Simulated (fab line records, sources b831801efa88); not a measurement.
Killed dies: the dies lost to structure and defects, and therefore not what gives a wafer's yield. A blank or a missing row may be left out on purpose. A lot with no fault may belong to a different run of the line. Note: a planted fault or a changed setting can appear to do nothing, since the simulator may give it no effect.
What tool caused it? + flow gf180mcu + route of 602 steps, sampled at 1 step: 14 lots, 42 wafers

WHAT THE GAUGES READ, wafer by wafer
GF_V1_RS_MEAS_24: the measuring method here is four-point-probe.
| lot  | measured     | on           | V1_W_RS (ohm/sq)  |
|------|--------------|--------------|-------------------|
| L399 | day 18 14:49 | filmMetro-04 | 0.322 0.326 0.322 |
| L401 | day 19 08:20 | filmMetro-04 | 0.321 0.330 0.329 |
| L402 | day 19 20:38 | filmMetro-04 | 0.330 0.321 0.332 |
| L403 | day 20 07:04 | filmMetro-03 | 0.324 0.335 0.323 |
| L411 | day 23 02:15 | filmMetro-03 | 0.323 0.331 0.322 |
| L412 | day 23 20:43 | filmMetro-04 | 0.318 0.320 0.326 |
| L413 | day 24 01:52 | filmMetro-04 | 0.327 0.329 0.323 |
| L414 | day 24 04:04 | filmMetro-02 | 0.328 0.322 0.329 |
| L416 | day 24 21:20 | filmMetro-04 | 0.336 0.323 0.332 |
| L418 | day 25 09:11 | filmMetro-03 | 0.319 0.324 0.320 |
| L417 | day 25 10:12 | filmMetro-02 | 0.325 0.332 0.325 |
| L419 | day 25 21:47 | filmMetro-04 | 0.324 0.331 0.336 |
| L420 | day 25 23:14 | filmMetro-02 | 0.330 0.342 0.330 |
| L421 | day 26 02:22 | filmMetro-03 | 0.325 0.329 0.332 |

EACH LOT AND THE TOOL THAT RAN IT (in order: tool; ch and the chambers of the sampled wafers; start)
Before these readings, the record contains no process step.

AS READ BY THE TOOLS THEMSELVES (means over the sampled wafers that have a number; for cases with no such wafer, the mark the record gives instead)
The record holds no such reading with a usual standard deviation.

THE ANSWER, worked out from the rows above alone
Rule: usual is defined by the lots themselves. Put in order of their means at a reading, lots are off if they are a third of the lots or fewer, leave a main group of 4 or more, and stand apart from it by a gap of 3 or more times the standard deviation of the main group's means; of several such gaps the widest counts. If all means in a main group match to the digits the tables above print for the reading, that group is not used. Also off: a lot with no number at a reading for which 4 or more lots have one. Where the step has rows for the other lots, those lots are counted as sound. First the gauges in route order, then the tools' own readings, where a lot's mean is used as printed above. The first step at which some lot is off is used, and at that step the reading that is off furthest; a lot without a number counts as furthest.
No lot is off at any reading shown: from this, nothing can be told.

WHAT WAS PUT IN BY THE SIMULATOR
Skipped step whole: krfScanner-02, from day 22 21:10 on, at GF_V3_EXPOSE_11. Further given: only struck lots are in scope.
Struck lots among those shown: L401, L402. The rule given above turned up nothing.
